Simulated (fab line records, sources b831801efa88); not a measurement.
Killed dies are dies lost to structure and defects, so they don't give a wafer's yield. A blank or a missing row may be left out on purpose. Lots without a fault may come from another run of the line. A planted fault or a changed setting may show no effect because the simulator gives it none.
A struck lot beside a sound one | flow sky130 | 14 steps out of a route of 708
Sound: wafers L608.1, L608.5, L608.6. Struck: wafers L617.2, L617.3, L617.6. The cause comes at the end.
At each step with rows: each side's tool, then ch and its chambers, then its first start. Under that, the readings that differ: sound wafers | struck wafers | difference of the means | sigmas: that difference in standard deviations of wafers without a fault.
alike: readings whose means differ by less than 2 such deviations, and words and numbers that are the same on both sides. not compared: withheld readings, readings that some wafer has no value for, bounds like >300 that may hide the same value, and numbers for which the record gives no deviation and whose values overlap.
The two part at a step that has a row with sigmas, a row that says differs or no value, or rows on one side only. Numbers that don't overlap but have no deviation are shown without sigmas and don't part them. A reading that every wafer of one side lacks parts them only if that side has two wafers or more.

SKY_LI_CONTACT_THK_MEAS_23: measures by xrf.
  sound on film_metro-03, day 32 14:57; struck on film_metro-04, day 35 11:36
  alike: LI_CONTACT_W_THK
SKY_LI_CONTACT_CMP_24: polishes, stops on PSG, t overpolish 20 s, target thk 0 nm.
  sound on cmp-02 ch 0,2,3, day 32 15:07; struck on cmp-01 ch 1,2,3, day 35 11:45
  alike: motor_current_A, overpolish_run_s, time_to_endpoint_s
SKY_LOCAL_INTERCONNECT_SPUTTER_00: material TiN, target thk 100 nm, time 83.3 s.
  sound on pvd_sputter-02, day 32 15:19; struck on pvd_sputter-02, day 35 11:57
  alike: substrate_temp_c, throttle_valve_pct
SKY_LOCAL_INTERCONNECT_RS_MEAS_01: measures by four-point-probe.
  sound on film_metro-04, day 32 15:22; struck on film_metro-01, day 35 12:02
  alike: LOCAL_INTERCONNECT_TIN_RS
SKY_LOCAL_INTERCONNECT_THK_MEAS_02: measures by xrf.
  sound on film_metro-04, day 32 15:29; struck on film_metro-01, day 35 12:08
  alike: LOCAL_INTERCONNECT_TIN_THK
then, 7 steps without rows for these wafers: SKY_LOCAL_INTERCONNECT_DEHYDRATE_03 (time 60 s); SKY_LOCAL_INTERCONNECT_HMDS_04 (prime time 60 s); SKY_LOCAL_INTERCONNECT_COAT_05 (resist thk 60 nm); SKY_LOCAL_INTERCONNECT_COAT_06 (resist thk 450 nm); SKY_LOCAL_INTERCONNECT_SOFTBAKE_07 (time 90 s); SKY_LOCAL_INTERCONNECT_EXPOSE_08 (exposes mask LI1M, target cd 170 nm); SKY_LOCAL_INTERCONNECT_PEB_09.
SKY_LOCAL_INTERCONNECT_DEVELOP_10: develop time 60 s.
  sound on litho_track-02 ch 0, day 33 17:00; struck on litho_track-02, day 36 14:00
  no value came back on the struck wafers for chill_plate_temp_C (C), develop_time_s (s); on the sound wafers chill_plate_temp_C (C) reads 23.16 23.26 23.18
  reading                                                   | sound           | struck            | difference | sigmas
  model.KrF-thick_of_LOCAL_INTERCONNECT_COAT_06.thk_nm (nm) | 436 436.4 434.7 | 450.6 450.1 449.7 | +14.4      |
SKY_LOCAL_INTERCONNECT_CD_MEAS_11: target cd 170 nm.
  sound on cd_sem-02, day 33 17:55; struck on cd_sem-01, day 36 14:29
  reading    | sound             | struck | difference                    | sigmas
  cd_nm (nm) | 170.1 171.9 170.6 | - - -  | no value on the struck wafers |

WHERE THEY PART
First at SKY_LOCAL_INTERCONNECT_DEVELOP_10; last, within this record, at SKY_LOCAL_INTERCONNECT_CD_MEAS_11.

WHY: what the simulator had put in
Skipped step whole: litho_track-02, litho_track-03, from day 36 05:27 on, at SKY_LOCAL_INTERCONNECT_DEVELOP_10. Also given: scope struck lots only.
